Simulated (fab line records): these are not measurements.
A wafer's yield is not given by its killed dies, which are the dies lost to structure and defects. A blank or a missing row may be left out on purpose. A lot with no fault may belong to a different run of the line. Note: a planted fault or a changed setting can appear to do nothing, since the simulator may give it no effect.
Which tool is to blame?	flow gf180mcu	7 lots, 21 wafers sampled, at 3 steps of a route of 602

== WHAT EACH GAUGE READ, for each wafer ==
GF_NWELL_TW_MEAS_11.
lot	measured	on	NWELL_TW
L456	day 3 19:24	filmMetro-03	1548 1555 1553
L461	day 4 20:47	filmMetro-03	1556 1559 1554
L466	day 6 00:09	filmMetro-01	1498 1501 1494 1502 1497 1499
L468	day 6 12:10	filmMetro-01	1563 1561 1564
L470	day 7 03:03	filmMetro-03	1537 1533 1537
L473	day 7 14:48	filmMetro-02	1574 1580 1563
L476	day 8 08:06	filmMetro-01	1564 1566 1574

== EACH LOT AND THE TOOL THAT RAN IT (in order: tool; ch and the chambers of the sampled wafers; start) ==
lot	GF_STI_ETCH_14	GF_NWELL_IMPLANT_09
L456	rieSi-02 ch 0,2, day 2 13:25	implanter-01 ch 0, day 3 19:10
L461	rieSi-01 ch 0,3, day 3 12:54	implanter-03 ch 0, day 4 20:32
L466	rieSi-01 ch 1,3, day 4 14:41	implanter-02, day 5 23:55
L468	rieSi-01 ch 0,2,3, day 5 02:44	implanter-01 ch 0, day 6 11:56
L470	rieSi-02 ch 1,2,3, day 5 12:10	implanter-02 ch 0, day 7 02:49
L473	rieSi-01 ch 0,2, day 6 03:00	implanter-03 ch 0, day 7 14:34
L476	rieSi-02 ch 0,1,2, day 6 18:29	implanter-03 ch 0, day 8 07:52
- GF_STI_ETCH_14: etches Si in HBr/Cl2/O2, target depth 360 nm, time 102.9 s.
- GF_NWELL_IMPLANT_09

== THE ANSWER, worked out from the rows above alone ==
Rule: the usual values come from the lots themselves. The widest of any qualifying gaps counts: lots, ordered by their means at a reading, are off when they make up no more than a third of the lots, leave a main group of 4 or more, and stand apart from it by 3 or more times the standard deviation of that group's means. A main group is skipped when, at the precision printed for the reading in the tables above, its means are all equal. A lot without any number at a reading at which 4 lots or more have one is off too. The other lots that the step has rows for count as sound.
Off: L466, at GF_NWELL_TW_MEAS_11 (NWELL_TW). The main group: mean 1558, standard deviation 12.
If a tool, at a process step before that reading, ran all the lots that are off and no sound lot after the first of them, it fits. Those tools and the gauges at GF_NWELL_TW_MEAS_11 are tried in the same way. None of those tried fits.

== WHAT HAD BEEN PUT IN BY THE SIMULATOR ==
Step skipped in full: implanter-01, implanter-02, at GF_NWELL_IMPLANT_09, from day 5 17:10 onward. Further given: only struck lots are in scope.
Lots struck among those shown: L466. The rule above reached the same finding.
